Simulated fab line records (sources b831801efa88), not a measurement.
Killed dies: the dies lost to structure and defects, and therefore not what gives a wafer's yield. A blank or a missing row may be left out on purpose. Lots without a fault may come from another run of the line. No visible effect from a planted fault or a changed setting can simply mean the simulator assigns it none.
fab line records | flow sky130
record lots=14 | wafers=42 | lastDay=50
route steps=708 shown LDD_HVN@277 LDD_HVP@285 LDD_LDN@301 SD_N@348
lots untouched by any fault: they come from a run of this same line in which no faults occurred
startH: hours from the record's opening day to when the first of the lot's shown wafers began | waitH: how many hours have passed since the lot's step before this one | " the same as in the row above | L1.1+2: several wafers, shown together as one row | - no value present, or no start provided | * or withheld: withheld | < > ~ a bound
route shown NAME@n: NAME is a module with steps in the file, n the number in the route of the first one | usual: mean/standard deviation taken from wafers without a fault | same: alike in all rows | chamber/n: place in a boat | sites: each site's reading | _std_site: their standard deviation | _edge_site: outer sites' mean less inner sites' | radiusMm: for every site, how far away it sits from the centre of the wafer | mask NAME#n: copy n | behind: tool/chamber where the wafer was last shaped | hold: the reason the lot was held/the length of the hold in hours/how it ended | device: whichever transistor did not switch (one of n, p or np) | end of line: the route-end tests of the same wafers | a step with no rows: only its recipe | killed: count of dies lost to structure and defects at first sort (not the wafer's yield) | map: per-die view of a wafer (x killed, . not killed, _ where there is no die)
set.NAME: the setting the step ran with; set.NAME@STEP: the setting that earlier step ran with | model.NAME: the simulator's own value behind a step, which no gauge read
steps of the route over a sample of lots; a table a step, a row a wafer
services: the hour from which a tool's chamber was out of use, counted from the record's first day as startH (under 0 if before that day), plus the number of hours and why
## steps
# step SKY_LDD_HVN_TW_MEAS_10
# usual LDD_HVN_TW=1428/13
lot.wafer | tool         | chamber | startH | waitH | LDD_HVN_TW
L760.1    | filmMetro-02 | -       | 482.72 | 0.1   | 1423
L760.4    | "            | -       | "      | "     | 1423
L760.6    | "            | -       | "      | "     | 1425
L761.2    | filmMetro-03 | -       | 482.98 | 0.1   | 1410
L761.3    | "            | -       | "      | "     | 1406
L761.6    | "            | -       | "      | "     | 1402
L764.1    | filmMetro-04 | -       | 525.57 | 0.1   | 1439
L764.4    | "            | -       | "      | "     | 1442
L764.6    | "            | -       | "      | "     | 1441
L766.2    | filmMetro-04 | -       | 532.96 | 0.1   | 1427
L766.4    | "            | -       | "      | "     | 1442
L766.6    | "            | -       | "      | "     | 1426
L767.2    | filmMetro-04 | -       | 535.76 | 0.1   | 1448
L767.3    | "            | -       | "      | "     | 1439
L767.5    | "            | -       | "      | "     | 1434
L768.2    | filmMetro-04 | -       | 539.88 | 0.1   | 1434
L768.5    | "            | -       | "      | "     | 1431
L768.6    | "            | -       | "      | "     | 1431
L770.4    | filmMetro-02 | -       | 557.15 | 0.1   | 1427
L770.5    | "            | -       | "      | "     | 1425
L770.6    | "            | -       | "      | "     | 1418
L775.3    | filmMetro-02 | -       | 590.59 | 0.1   | 1421
L775.4    | "            | -       | "      | "     | 1424
L775.5    | "            | -       | "      | "     | 1429
L776.2    | filmMetro-04 | -       | 599.78 | 0.1   | 1434
L776.3    | "            | -       | "      | "     | 1442
L776.5    | "            | -       | "      | "     | 1440
L778.2    | filmMetro-03 | -       | 615.48 | 0.1   | 1414
L778.3    | "            | -       | "      | "     | 1419
L778.4    | "            | -       | "      | "     | 1407
L779.1    | filmMetro-03 | -       | 621.22 | 0.1   | 1406
L779.3    | "            | -       | "      | "     | 1408
L779.5    | "            | -       | "      | "     | 1399
L780.2    | filmMetro-02 | -       | 628.76 | 0.1   | 1432
L780.3    | "            | -       | "      | "     | 1449
L780.5    | "            | -       | "      | "     | 1433
L781.1    | filmMetro-02 | -       | 643.77 | 0.1   | 1438
L781.3    | "            | -       | "      | "     | 1430
L781.6    | "            | -       | "      | "     | 1430
L782.1    | filmMetro-04 | -       | 645.62 | 0.1   | 1443
L782.3    | "            | -       | "      | "     | 1438
L782.4    | "            | -       | "      | "     | 1447
# step SKY_LDD_HVP_OVL_MEAS_07
# usual LDD_HVP_OVL=-1.1/1.2
lot.wafer | tool       | chamber | startH | waitH | LDD_HVP_OVL[nm]
L760.1    | overlay-01 | -       | 512.76 | 0.1   | -2.3
L760.4    | "          | -       | "      | "     | -0.9
L760.6    | "          | -       | "      | "     | -2.7
L761.2    | overlay-01 | -       | 513.07 | 0.1   | -0.2
L761.3    | "          | -       | "      | "     | 0.3
L761.6    | "          | -       | "      | "     | -0.5
L764.1    | overlay-01 | -       | 555.37 | 0.1   | 0.4
L764.4    | "          | -       | "      | "     | 0.5
L764.6    | "          | -       | "      | "     | -0.6
L766.2    | overlay-01 | -       | 563.07 | 0.1   | 0.8
L766.4    | "          | -       | "      | "     | 0.2
L766.6    | "          | -       | "      | "     | 0.0
L767.2    | overlay-01 | -       | 565.44 | 0.1   | -0.6
L767.3    | "          | -       | "      | "     | -2.7
L767.5    | "          | -       | "      | "     | -2.1
L768.2    | overlay-02 | -       | 569.94 | 0.1   | -3.8
L768.5    | "          | -       | "      | "     | -3.4
L768.6    | "          | -       | "      | "     | -2.2
L770.4    | overlay-02 | -       | 586.64 | 0.1   | -0.2
L770.5    | "          | -       | "      | "     | -0.2
L770.6    | "          | -       | "      | "     | -1.1
L775.3    | overlay-01 | -       | 619.77 | 0.1   | -0.5
L775.4    | "          | -       | "      | "     | -3.4
L775.5    | "          | -       | "      | "     | 0.0
L776.2    | overlay-02 | -       | 629.39 | 0.1   | -1.6
L776.3    | "          | -       | "      | "     | -1.4
L776.5    | "          | -       | "      | "     | -3.3
L778.2    | overlay-02 | -       | 644.79 | 0.1   | -1.7
L778.3    | "          | -       | "      | "     | -0.4
L778.4    | "          | -       | "      | "     | -0.1
L779.1    | overlay-02 | -       | 650.67 | 0.1   | -0.8
L779.3    | "          | -       | "      | "     | 0.5
L779.5    | "          | -       | "      | "     | -1.6
L780.2    | overlay-02 | -       | 658.27 | 0.1   | -2.5
L780.3    | "          | -       | "      | "     | -2.1
L780.5    | "          | -       | "      | "     | -0.5
L781.1    | overlay-02 | -       | 671.97 | 0.1   | -1.0
L781.3    | "          | -       | "      | "     | -1.6
L781.6    | "          | -       | "      | "     | -3.3
L782.1    | overlay-02 | -       | 674.14 | 0.1   | -1.1
L782.3    | "          | -       | "      | "     | -2.5
L782.4    | "          | -       | "      | "     | -2.3
# step SKY_LDD_LDN_STRIP_12
# recipe chemistry=O2/N2 | powerW=1400 | pressureMtorr=1500 | platenTempC=withheld | o2FlowSccm=3000 | n2FlowSccm=300 | overashFraction=0.5
# usual drypumpMotorCurrentA=5.6/0.34 | oesProductAu=0.715/0.0042 | stripTimeToEndpointS=14.20/0.04
lot.wafer | tool           | chamber | startH | waitH | drypumpMotorCurrentA | oesProductAu | rfHoursCounterH | stripTimeToEndpointS
L760.1    | plasmaAsher-04 | 0       | 543.75 | 0.1   | 5.4                  | 0.719        | 86              | 14.17
L760.4    | "              | 1       | "      | "     | 5.9                  | 0.716        | -               | 14.17
L760.6    | "              | 1       | "      | "     | 5.9                  | 0.717        | -               | 14.19
L761.2    | plasmaAsher-02 | 0       | 543.95 | 0.1   | 5.4                  | 0.719        | 12              | 14.10
L761.3    | "              | 1       | "      | "     | 6.0                  | 0.710        | -               | 14.08
L761.6    | "              | 0       | "      | "     | 5.4                  | 0.718        | -               | 14.11
L764.1    | plasmaAsher-03 | 0       | 585.90 | 0.1   | 5.1                  | 0.721        | 82              | 14.18
L764.4    | "              | 0       | "      | "     | 5.1                  | 0.713        | -               | 14.17
L764.6    | "              | 1       | "      | "     | 5.9                  | 0.716        | -               | 14.19
L766.2    | plasmaAsher-03 | 1       | 593.90 | 0.1   | 5.9                  | 0.714        | 83              | 14.31
L766.4    | "              | 1       | "      | "     | 5.9                  | 0.719        | -               | 14.31
L766.6    | "              | 1       | "      | "     | 5.9                  | 0.719        | -               | 14.25
L767.2    | plasmaAsher-02 | 1       | 595.90 | 0.1   | 6.0                  | 0.711        | 15              | 14.20
L767.3    | "              | 0       | "      | "     | 5.4                  | 0.721        | -               | 14.19
L767.5    | "              | 1       | "      | "     | 6.0                  | 0.713        | -               | 14.20
L768.2    | plasmaAsher-03 | 0       | 600.42 | 0.1   | 5.1                  | 0.718        | 84              | 14.19
L768.5    | "              | 1       | "      | "     | 5.9                  | 0.713        | -               | 14.21
L768.6    | "              | 0       | "      | "     | 5.1                  | 0.715        | -               | 14.21
L770.4    | plasmaAsher-04 | 0       | 617.78 | 0.1   | 5.4                  | 0.710        | -               | 14.24
L770.5    | "              | 1       | "      | "     | 5.9                  | 0.713        | -               | 14.22
L770.6    | "              | 0       | "      | "     | 5.4                  | 0.714        | -               | 14.24
L775.3    | plasmaAsher-04 | 0       | 649.58 | 0.1   | 5.5                  | 0.714        | -               | 14.15
L775.4    | "              | 1       | "      | "     | 5.9                  | 0.710        | -               | 14.18
L775.5    | "              | 1       | "      | "     | 5.9                  | 0.717        | -               | 14.17
L776.2    | plasmaAsher-04 | 0       | 659.80 | 0.1   | 5.4                  | 0.716        | 99              | 14.27
L776.3    | "              | 1       | "      | "     | 5.9                  | 0.718        | -               | 14.17
L776.5    | "              | 1       | "      | "     | 5.9                  | 0.719        | -               | 14.24
L778.2    | plasmaAsher-02 | 1       | 674.30 | 0.1   | 6.0                  | 0.723        | 23              | 14.24
L778.3    | "              | 0       | "      | "     | 5.4                  | 0.717        | -               | 14.20
L778.4    | "              | 1       | "      | "     | 6.0                  | 0.713        | -               | 14.21
L779.1    | plasmaAsher-03 | 0       | 679.00 | 0.1   | 5.1                  | 0.719        | 92              | 14.24
L779.3    | "              | 0       | "      | "     | 5.1                  | 0.713        | -               | 14.18
L779.5    | "              | 1       | "      | "     | 5.9                  | 0.712        | -               | 14.17
L780.2    | plasmaAsher-02 | 0       | 687.15 | 0.1   | 5.4                  | 0.706        | 24              | 14.16
L780.3    | "              | 0       | "      | "     | 5.4                  | 0.714        | -               | 14.20
L780.5    | "              | 0       | "      | "     | 5.4                  | 0.723        | -               | 14.23
L781.1    | plasmaAsher-03 | 0       | 700.12 | 0.1   | 5.1                  | 0.719        | 94              | 14.19
L781.3    | "              | 0       | "      | "     | 5.1                  | 0.712        | -               | 14.24
L781.6    | "              | 0       | "      | "     | 5.1                  | 0.712        | -               | 14.23
L782.1    | plasmaAsher-02 | 1       | 702.45 | 0.1   | 6.0                  | 0.716        | 26              | 14.16
L782.3    | "              | 1       | "      | "     | 6.0                  | 0.708        | -               | 14.24
L782.4    | "              | 0       | "      | "     | 5.4                  | 0.716        | -               | 14.19
# step SKY_SD_N_DEVELOP_06
# recipe resist=NOVOLAK | developer=TMAH | developTimeS=60 | devTempC=23
lot.wafer  | tool          | chamber | startH | waitH
L760.1+4+6 | lithoTrack-03 | 0       | 662.77 | 0.1
L761.2+3+6 | lithoTrack-04 | 0       | 665.71 | 0.1
L764.1+4+6 | lithoTrack-02 | 0       | 702.66 | 0.1
L766.2+4+6 | lithoTrack-02 | 0       | 710.84 | 0.1
L767.2+3+5 | lithoTrack-04 | 0       | 711.51 | 0.1
L768.2+5+6 | lithoTrack-03 | 0       | 717.04 | 0.1
L770.4+5+6 | lithoTrack-03 | 0       | 732.49 | 0.1
L775.3+4+5 | lithoTrack-04 | 0       | 762.03 | 0.1
L776.2+3+5 | lithoTrack-04 | 0       | 770.96 | 0.1
L778.2+3+4 | lithoTrack-02 | 0       | 785.64 | 0.1
L779.1+3+5 | lithoTrack-02 | 0       | 791.31 | 0.1
L780.2+3+5 | lithoTrack-02 | 0       | 797.14 | 0.1
L781.1+3+6 | lithoTrack-02 | 0       | 812.31 | 0.1
L782.1+3+4 | lithoTrack-02 | 0       | 812.61 | 0.1
# step SKY_SD_N_CD_MEAS_07
# recipe targetCdNm=380
# usual cdNm=380.7/2.2
lot.wafer | tool     | chamber | startH | waitH | cdNm
L760.1    | cdSem-01 | -       | 662.92 | 0.1   | 379.8
L760.4    | "        | -       | "      | "     | 377.4
L760.6    | "        | -       | "      | "     | 381.0
L761.2    | cdSem-02 | -       | 665.85 | 0.1   | 382.1
L761.3    | "        | -       | "      | "     | 380.5
L761.6    | "        | -       | "      | "     | 382.9
L764.1    | cdSem-02 | -       | 702.81 | 0.1   | 383.2
L764.4    | "        | -       | "      | "     | 382.6
L764.6    | "        | -       | "      | "     | 380.3
L766.2    | cdSem-01 | -       | 710.98 | 0.1   | 378.8
L766.4    | "        | -       | "      | "     | 377.5
L766.6    | "        | -       | "      | "     | 379.8
L767.2    | cdSem-01 | -       | 711.65 | 0.1   | 378.5
L767.3    | "        | -       | "      | "     | 377.1
L767.5    | "        | -       | "      | "     | 376.8
L768.2    | cdSem-02 | -       | 717.19 | 0.1   | 382.2
L768.5    | "        | -       | "      | "     | 383.0
L768.6    | "        | -       | "      | "     | 384.6
L770.4    | cdSem-02 | -       | 732.63 | 0.1   | 384.5
L770.5    | "        | -       | "      | "     | 383.5
L770.6    | "        | -       | "      | "     | 383.0
L775.3    | cdSem-02 | -       | 762.17 | 0.1   | -
L775.4    | "        | -       | "      | "     | -
L775.5    | "        | -       | "      | "     | -
L776.2    | cdSem-02 | -       | 771.10 | 0.1   | 379.2
L776.3    | "        | -       | "      | "     | -
L776.5    | "        | -       | "      | "     | -
L778.2    | cdSem-02 | -       | 785.78 | 0.1   | 384.5
L778.3    | "        | -       | "      | "     | 383.7
L778.4    | "        | -       | "      | "     | 381.3
L779.1    | cdSem-01 | -       | 791.51 | 0.2   | 383.0
L779.3    | "        | -       | "      | "     | 382.8
L779.5    | "        | -       | "      | "     | 382.2
L780.2    | cdSem-02 | -       | 797.28 | 0.1   | 379.9
L780.3    | "        | -       | "      | "     | 377.7
L780.5    | "        | -       | "      | "     | 378.3
L781.1    | cdSem-01 | -       | 812.46 | 0.1   | 379.0
L781.3    | "        | -       | "      | "     | 381.8
L781.6    | "        | -       | "      | "     | 382.0
L782.1    | cdSem-01 | -       | 812.76 | 0.1   | 376.5
L782.3    | "        | -       | "      | "     | 377.3
L782.4    | "        | -       | "      | "     | 377.0
# step SKY_SD_N_OVL_MEAS_08
# usual SD_N_OVL=0.9/1.3
lot.wafer | tool       | chamber | startH | waitH | SD_N_OVL[nm]
L760.1    | overlay-02 | -       | 663.04 | 0.1   | -0.8
L760.4    | "          | -       | "      | "     | -1.4
L760.6    | "          | -       | "      | "     | -0.6
L761.2    | overlay-02 | -       | 665.96 | 0.1   | -0.2
L761.3    | "          | -       | "      | "     | 2.1
L761.6    | "          | -       | "      | "     | 1.2
L764.1    | overlay-01 | -       | 702.93 | 0.1   | -0.6
L764.4    | "          | -       | "      | "     | -0.3
L764.6    | "          | -       | "      | "     | -0.3
L766.2    | overlay-01 | -       | 711.09 | 0.1   | 1.1
L766.4    | "          | -       | "      | "     | 1.4
L766.6    | "          | -       | "      | "     | 0.5
L767.2    | overlay-01 | -       | 711.76 | 0.1   | 1.4
L767.3    | "          | -       | "      | "     | 0.5
L767.5    | "          | -       | "      | "     | 0.0
L768.2    | overlay-02 | -       | 717.29 | 0.1   | 1.3
L768.5    | "          | -       | "      | "     | 1.6
L768.6    | "          | -       | "      | "     | 2.1
L770.4    | overlay-01 | -       | 732.71 | 0.1   | 1.1
L770.5    | "          | -       | "      | "     | -0.3
L770.6    | "          | -       | "      | "     | 1.8
L775.3    | overlay-02 | -       | 762.26 | 0.1   | -
L775.4    | "          | -       | "      | "     | -
L775.5    | "          | -       | "      | "     | -
L776.2    | overlay-01 | -       | 771.21 | 0.1   | 1.3
L776.3    | "          | -       | "      | "     | -
L776.5    | "          | -       | "      | "     | -
L778.2    | overlay-02 | -       | 785.89 | 0.1   | -0.2
L778.3    | "          | -       | "      | "     | -0.8
L778.4    | "          | -       | "      | "     | 1.2
L779.1    | overlay-02 | -       | 791.63 | 0.1   | 1.5
L779.3    | "          | -       | "      | "     | 1.5
L779.5    | "          | -       | "      | "     | -0.3
L780.2    | overlay-02 | -       | 797.39 | 0.1   | 0.1
L780.3    | "          | -       | "      | "     | 0.3
L780.5    | "          | -       | "      | "     | -0.5
L781.1    | overlay-01 | -       | 812.58 | 0.1   | 1.5
L781.3    | "          | -       | "      | "     | 1.7
L781.6    | "          | -       | "      | "     | 0.0
L782.1    | overlay-01 | -       | 812.88 | 0.1   | 1.9
L782.3    | "          | -       | "      | "     | 1.1
L782.4    | "          | -       | "      | "     | 2.0
# step SKY_SD_N_TW_MEAS_12
# usual SD_N_TW=3972/33
lot.wafer | tool         | chamber | startH | waitH | SD_N_TW
L760.1    | filmMetro-03 | -       | 663.47 | 0.1   | 3931
L760.4    | "            | -       | "      | "     | 3890
L760.6    | "            | -       | "      | "     | 3906
L761.2    | filmMetro-04 | -       | 666.40 | 0.1   | 4000
L761.3    | "            | -       | "      | "     | 3998
L761.6    | "            | -       | "      | "     | 3994
L764.1    | filmMetro-04 | -       | 703.37 | 0.1   | 4003
L764.4    | "            | -       | "      | "     | 3982
L764.6    | "            | -       | "      | "     | 3988
L766.2    | filmMetro-02 | -       | 711.53 | 0.1   | 3987
L766.4    | "            | -       | "      | "     | 3999
L766.6    | "            | -       | "      | "     | 3977
L767.2    | filmMetro-04 | -       | 712.20 | 0.1   | 4001
L767.3    | "            | -       | "      | "     | 3987
L767.5    | "            | -       | "      | "     | 3993
L768.2    | filmMetro-04 | -       | 717.73 | 0.1   | 4001
L768.5    | "            | -       | "      | "     | 3997
L768.6    | "            | -       | "      | "     | 3996
L770.4    | filmMetro-04 | -       | 733.15 | 0.1   | 4015
L770.5    | "            | -       | "      | "     | 4000
L770.6    | "            | -       | "      | "     | 4003
L775.3    | filmMetro-04 | -       | 762.71 | 0.1   | 30
L775.4    | "            | -       | "      | "     | 30
L775.5    | "            | -       | "      | "     | 30
L776.2    | filmMetro-04 | -       | 771.65 | 0.1   | 4003
L776.3    | "            | -       | "      | "     | 30
L776.5    | "            | -       | "      | "     | 30
L778.2    | filmMetro-02 | -       | 786.33 | 0.1   | 3954
L778.3    | "            | -       | "      | "     | 3960
L778.4    | "            | -       | "      | "     | 3973
L779.1    | filmMetro-03 | -       | 792.07 | 0.1   | 3946
L779.3    | "            | -       | "      | "     | 3925
L779.5    | "            | -       | "      | "     | 3932
L780.2    | filmMetro-04 | -       | 797.83 | 0.1   | 4018
L780.3    | "            | -       | "      | "     | 4025
L780.5    | "            | -       | "      | "     | 4015
L781.1    | filmMetro-04 | -       | 813.02 | 0.1   | 3980
L781.3    | "            | -       | "      | "     | 3977
L781.6    | "            | -       | "      | "     | 3987
L782.1    | filmMetro-03 | -       | 813.32 | 0.1   | 3942
L782.3    | "            | -       | "      | "     | 3929
L782.4    | "            | -       | "      | "     | 3938
## services
tool           | chamber | startH | hours | kind
plasmaAsher-02 | -       | 541.07 | 0.7   | repair
plasmaAsher-02 | -       | 559.16 | 28.1  | pm
plasmaAsher-02 | -       | 611.32 | 0.3   | repair
plasmaAsher-03 | -       | 612.80 | 1.3   | repair
plasmaAsher-04 | -       | 733.75 | 9.0   | pm
plasmaAsher-04 | 0       | 733.75 | 9.0   | ventCycle
plasmaAsher-04 | 1       | 733.75 | 9.0   | ventCycle
plasmaAsher-04 | 0       | 742.75 | -     | clean
plasmaAsher-04 | 1       | 742.75 | -     | clean
plasmaAsher-03 | -       | 764.58 | 2.8   | pm
plasmaAsher-04 | -       | 795.17 | 9.1   | repair
## key
firstSign step=SKY_SD_N_CD_MEAS_07 | reading=cdNm | direction=missing
effect step=SKY_SD_N_OVL_MEAS_08 | reading=SD_N_OVL | direction=missing
effect step=SKY_SD_N_TW_MEAS_12 | reading=SD_N_TW | direction=down | sigmas=99+ | usual=3972 | struck=30
metAt SKY_SD_N_DEVELOP_06
struckLots L775,L776
struckWafers L775.3,L775.4,L775.5,L776.3,L776.5
sortLeftOut L775.3,L775.4,L775.5,L776.3,L776.5
testerLeftOut L775,L776
notActingAt SKY_LDD_HVN_TW_MEAS_10,SKY_LDD_HVP_OVL_MEAS_07,SKY_LDD_LDN_STRIP_12
onsetBetween 711.51 762.03
fault kind=processParameterDrift | tool=lithoTrack-04 | chamber=- | onsetH=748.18 | steps=SKY_SD_N_DEVELOP_06 | channel=developTimeS | offset=* | shape=step | endH=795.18 | scope=struckWafersOnly | actsIn=* | stated=*
# testerLeftOut: of these lots the tester's yield and bins aren't shown, on N5 and GAA mostly nor the transistor test; their killed dies are dies lost to structure and defects alone, not to doping, threshold or leakage, so they don't give the yield
# sortLeftOut: the simulated sort isn't trusted on such a fault, so these wafers' sort isn't shown, and their yield isn't known
